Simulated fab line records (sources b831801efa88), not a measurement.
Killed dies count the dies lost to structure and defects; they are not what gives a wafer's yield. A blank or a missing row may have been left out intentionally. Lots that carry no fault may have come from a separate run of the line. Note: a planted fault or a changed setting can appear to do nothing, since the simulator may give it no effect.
Which of the tools did it?	flow gf180mcu	13 lots with 37 wafers sampled at 4 steps, on a route of 602 steps

== WHAT THE GAUGES READ, wafer by wafer ==
GF_TOP_METAL_CD_MEAS_14: the cd target is 440 nm. Usual: 439.7 nm for cdNm, sd 2.2.
lot	measured	on	cdNm (nm)	flag
L882	day 28 11:56	cdSem-01	441.0 440.1 439.3	
L883	day 28 20:20	cdSem-01	438.6 440.4 440.4	
L884	day 29 01:38	cdSem-02	436.9 434.8 434.5	
L889	day 30 12:58	cdSem-02	435.9 436.2 436.4	
L888	day 30 14:15	cdSem-01	439.9 442.7 441.7	
L890	day 30 20:36	cdSem-01	437.0 440.4 439.2	
L891	day 31 05:32	cdSem-02	441.6 438.9 440.1	
L895	day 32 05:19	cdSem-01	440.6 440.8 442.3	
L896	day 32 09:00	cdSem-01	442.8 439.9 443.6	
L898	day 32 23:06	cdSem-01	439.4 440.1 436.3	
L900	day 33 07:45	cdSem-01	441.2 440.0 443.5	
L901	day 33 16:12	cdSem-02	436.9 436.7	
L903	day 34 00:49	cdSem-01	440.7 440.9	

== EACH LOT AND THE TOOL THAT RAN IT (in order: tool; ch and the chambers of the sampled wafers; start) ==
lot	GF_M3_SPUTTER_02	GF_M5_ETCH_09	GF_TOP_METAL_SPUTTER_00
L882	pvdSputter-04, day 20 17:19	rieDiel-04 ch 1,2, day 26 15:50	pvdSputter-01, day 27 15:52
L883	pvdSputter-02, day 21 05:22	rieDiel-04 ch 0,1,3, day 27 01:37	pvdSputter-01, day 28 00:38
L884	pvdSputter-02, day 21 11:05	rieDiel-02 ch 0,2, day 27 07:16	pvdSputter-04, day 28 06:25
L889	pvdSputter-04, day 23 07:56	rieDiel-02 ch 0,1, day 28 19:59	pvdSputter-03, day 29 18:05
L888	pvdSputter-02, day 23 09:11	rieDiel-04 ch 0,2,3, day 28 21:43	pvdSputter-03, day 29 20:02
L890	pvdSputter-04, day 23 17:17	rieDiel-01 ch 0,1,2, day 29 04:11	pvdSputter-03, day 30 02:34
L891	pvdSputter-04, day 24 04:19	rieDiel-01 ch 0,2, day 29 13:43	pvdSputter-04, day 30 11:24
L895	pvdSputter-02, day 25 10:31	rieDiel-02 ch 0,3, day 30 15:19	pvdSputter-03, day 31 12:23
L896	pvdSputter-02, day 25 14:35	rieDiel-01 ch 0,1,2, day 30 19:44	pvdSputter-01, day 31 16:38
L898	pvdSputter-04, day 26 07:48	rieDiel-01 ch 1,2, day 31 11:19	pvdSputter-04, day 32 06:35
L900	pvdSputter-01, day 26 21:16	rieDiel-02 ch 2,3, day 31 20:31	pvdSputter-04, day 32 15:53
L901	pvdSputter-04, day 27 04:33	rieDiel-01 ch 1,3, day 32 04:35	pvdSputter-03, day 33 00:20
L903	pvdSputter-01, day 27 17:48	rieDiel-02 ch 1,2, day 32 15:07	pvdSputter-01, day 33 09:37
- GF_M3_SPUTTER_02: material AlCu, target thk 450 nm, time 23.9 s.
- GF_M5_ETCH_09: etches Si3N4 in CF4/O2, target depth 52 nm, time 11.6 s.
- GF_TOP_METAL_SPUTTER_00: material Ti, target thk 37.5 nm, time 150 s.

== AS READ BY THE TOOLS THEMSELVES (means over the sampled wafers that have a number; for cases with no such wafer, the mark the record gives instead) ==
GF_M3_SPUTTER_02. Usual: chamberPressurePa 0.4000 Pa, standard deviation 0.0008; throttleValvePct 30.1 %, standard deviation 1.3.
lot	tool	chamberPressurePa (Pa)	throttleValvePct (%)	flag
L882	pvdSputter-04	0.4001	31.0	
L883	pvdSputter-02	0.3995	29.6	
L884	pvdSputter-02	0.4005	28.9	
L889	pvdSputter-04	0.4007	30.8	
L888	pvdSputter-02	0.4000	29.3	
L890	pvdSputter-04	0.3998	31.2	
L891	pvdSputter-04	0.3994	31.2	
L895	pvdSputter-02	0.3998	29.6	
L896	pvdSputter-02	0.3994	29.2	
L898	pvdSputter-04	0.4007	30.5	
L900	pvdSputter-01	0.3998	27.7	
L901	pvdSputter-04	0.4004	31.6	
L903	pvdSputter-01	0.4003	30.3	

GF_M5_ETCH_09. Usual: biasW 150.0 W, standard deviation 0.43; drypumpMotorCurrentA 5.8 A, standard deviation 0.37; oesProductAu 1.005 a.u., standard deviation 0.0097; throttleValvePct 5.972 %, standard deviation 0.0099.
lot	tool	biasW (W)	drypumpMotorCurrentA (A)	oesProductAu (a.u.)	throttleValvePct (%)	flag
L882	rieDiel-04	150.3	6.2	1.020	5.979	
L883	rieDiel-04	149.7	5.9	1.004	5.965	
L884	rieDiel-02	149.9	5.8	0.994	5.977	
L889	rieDiel-02	149.9	5.7	1.004	5.967	
L888	rieDiel-04	150.2	6.1	1.008	5.977	
L890	rieDiel-01	150.3	5.5	1.015	5.979	
L891	rieDiel-01	150.2	5.6	0.994	5.969	
L895	rieDiel-02	150.4	5.9	1.000	5.972	
L896	rieDiel-01	149.8	5.5	1.005	5.969	
L898	rieDiel-01	149.5	5.4	1.004	5.969	
L900	rieDiel-02	149.9	6.1	1.002	5.972	
L901	rieDiel-01	149.7	5.7	1.007	5.972	
L903	rieDiel-02	149.9	5.9	1.004	5.956	

GF_TOP_METAL_SPUTTER_00. Usual: chamberPressurePa 2.000 Pa, standard deviation 0.0037; throttleValvePct 30.0 %, standard deviation 1.4.
lot	tool	chamberPressurePa (Pa)	throttleValvePct (%)	flag
L882	pvdSputter-01	2.002	29.0	
L883	pvdSputter-01	1.998	29.4	
L884	pvdSputter-04	2.002	30.6	
L889	pvdSputter-03	1.999	29.1	
L888	pvdSputter-03	2.000	30.3	
L890	pvdSputter-03	1.998	29.7	
L891	pvdSputter-04	2.002	30.6	
L895	pvdSputter-03	2.001	29.3	
L896	pvdSputter-01	1.999	31.3	
L898	pvdSputter-04	2.000	31.2	
L900	pvdSputter-04	2.001	31.2	
L901	pvdSputter-03	1.997	30.3	
L903	pvdSputter-01	2.002	30.5	

== THE ANSWER, worked out from the rows above alone ==
Rule: lot off if the mean of its wafers having a number is beyond 3 standard deviations from the usual mean. A lot without any number at a reading at which 4 lots or more have one is off too. Any other lot the step has rows for is counted as sound. After the gauges, taken in route order, come the tools' own readings; for these a lot's mean is taken, as printed above. At the first step where some lot is off, the reading lying furthest off is the one used; lots without a number count as furthest.
Nothing can be told from this: no lot is off at any reading shown.

== WHAT THE SIMULATOR PUT IN ==
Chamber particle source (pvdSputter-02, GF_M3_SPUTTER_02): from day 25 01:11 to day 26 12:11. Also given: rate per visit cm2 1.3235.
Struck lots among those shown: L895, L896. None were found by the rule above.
